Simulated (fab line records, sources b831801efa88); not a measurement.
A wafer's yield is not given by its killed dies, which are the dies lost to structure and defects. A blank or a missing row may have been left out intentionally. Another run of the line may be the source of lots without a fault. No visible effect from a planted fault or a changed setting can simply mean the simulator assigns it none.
Matching of chambers + flow sky130 + 3 sister chambers for SKY_VIA4_ETCH_12 on rieDiel-01
The step etches SiO2 in C4F8/O2/Ar, stops on TiN, target depth 580 nm. 16 wafers are shown with their chamber, then 7 later ones without.

== EACH WAFER AND ITS CHAMBER ==
| wafer  | chamber | oesProductAu (a.u.) |
|--------|---------|---------------------|
| L081.1 | 3       | 0.915               |
| L081.3 | 1       | 0.923               |
| L081.6 | 3       | 0.927               |
| L083.4 | 1       | 0.929               |
| L083.5 | 0       | 0.921               |
| L083.6 | 3       | 0.922               |
| L087.2 | 1       | 0.928               |
| L087.3 | 0       | 0.922               |
| L087.5 | 0       | 0.927               |
| L089.1 | 1       | 0.920               |
| L089.3 | 3       | 0.923               |
| L089.4 | 0       | 0.919               |
| L090.1 | 1       | 0.934               |
| L090.2 | 0       | 0.921               |
| L090.5 | 3       | 0.923               |
| L093.1 | 3       | 0.926               |

SIGNATURES (means of the wafers above)
| reading      | chamber 0 | chamber 1 | chamber 3 | scatter within a chamber |
|--------------|-----------|-----------|-----------|--------------------------|
| oesProductAu | 0.92200   | 0.92680   | 0.92267   | 0.00433                  |
Rule: for each reading, subtract the chamber's mean from the wafer's reading, divide by that reading's scatter and square the result; add these up over the readings and take the root, which gives the wafer's distance from the chamber. The wafer belongs to the nearest chamber; if the next one is less than 2 further off, it can't be placed. The scatter: the root of (the sum of the squares of (reading less its chamber's mean) over the shown wafers, divided by (wafers less chambers)).

== WAFERS WHOSE CHAMBER IS MISSING ==
| wafer  | oesProductAu (a.u.) |
|--------|---------------------|
| L093.3 | 0.929               |
| L093.5 | 0.931               |
| L095.4 | 0.922               |
| L095.6 | 0.921               |
| L092.2 | 0.928               |
| L092.3 | 0.923               |
| L092.5 | 0.931               |

== CHAMBER TAKEN BY EACH ==
| wafer  | from the rows above          | in truth |
|--------|------------------------------|----------|
| L093.3 | can't be placed: 1 or 3 or 0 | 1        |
| L093.5 | can't be placed: 1 or 3 or 0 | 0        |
| L095.4 | can't be placed: 0 or 3 or 1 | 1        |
| L095.6 | can't be placed: 0 or 3 or 1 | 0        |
| L092.2 | can't be placed: 1 or 3 or 0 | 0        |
| L092.3 | can't be placed: 3 or 0 or 1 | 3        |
| L092.5 | can't be placed: 1 or 3 or 0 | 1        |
Correctly placed: 0 of 7. Unplaceable from these rows: 7, with the true chamber sitting among the candidates in 7. Number placed wrongly: 0.
